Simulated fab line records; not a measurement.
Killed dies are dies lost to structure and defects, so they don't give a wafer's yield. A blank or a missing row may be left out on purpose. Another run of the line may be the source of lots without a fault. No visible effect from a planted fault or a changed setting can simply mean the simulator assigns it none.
Matching of chambers | flow gf180mcu | GF_V5_CMP_04 on cmp-01 has 4 sister chambers
The step polishes SiO2. 14 wafers are shown with their chamber, then 7 later ones without.

WAFERS WITH THEIR CHAMBER
wafer  | chamber | motor-current-A (A)
L639.3 | 3       | 13.7
L639.4 | 0       | 11.9
L639.5 | 3       | 13.2
L641.1 | 2       | 11.5
L641.2 | 1       | 10.2
L641.6 | 3       | 13.4
L646.1 | 0       | 11.5
L646.4 | 3       | 12.7
L646.6 | 2       | 11.6
L645.2 | 1       | 10.8
L645.3 | 3       | 12.5
L645.4 | 0       | 11.8
L647.2 | 1       | 10.1
L647.3 | 2       | 11.0

SIGNATURES (averages over the wafers above)
reading         | chamber 0 | chamber 1 | chamber 2 | chamber 3 | scatter within a chamber
motor-current-A | 11.733    | 10.367    | 11.367    | 13.100    | 0.395
Rule: a wafer lies at a distance from a chamber equal to the root of the sum of squares, over the readings, of (its reading less the chamber's mean, divided by the reading's scatter). The wafer belongs to the nearest chamber; if the next one is less than 2 further off, it can't be placed. How the scatter is found: for the shown wafers, subtract from each reading the mean of its chamber, square and add these, divide the total by (wafers less chambers), then take the root.

WAFERS WHOSE CHAMBER IS MISSING
wafer  | motor-current-A (A)
L647.5 | 11.8
L651.3 | 11.7
L651.4 | 11.4
L651.5 | 11.5
L656.2 | 11.5
L656.4 | 13.2
L656.6 | 13.0

WHICH CHAMBER EACH WENT THROUGH
wafer  | from the rows above     | in truth
L647.5 | can't be placed: 0 or 2 | 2
L651.3 | can't be placed: 0 or 2 | 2
L651.4 | can't be placed: 2 or 0 | 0
L651.5 | can't be placed: 2 or 0 | 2
L656.2 | can't be placed: 2 or 0 | 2
L656.4 | 3                       | 3
L656.6 | 3                       | 3
Correct placement for 2 of the 7. Unplaceable from these rows: 5, with the true chamber sitting among the candidates in 5. Wrongly placed: 0.
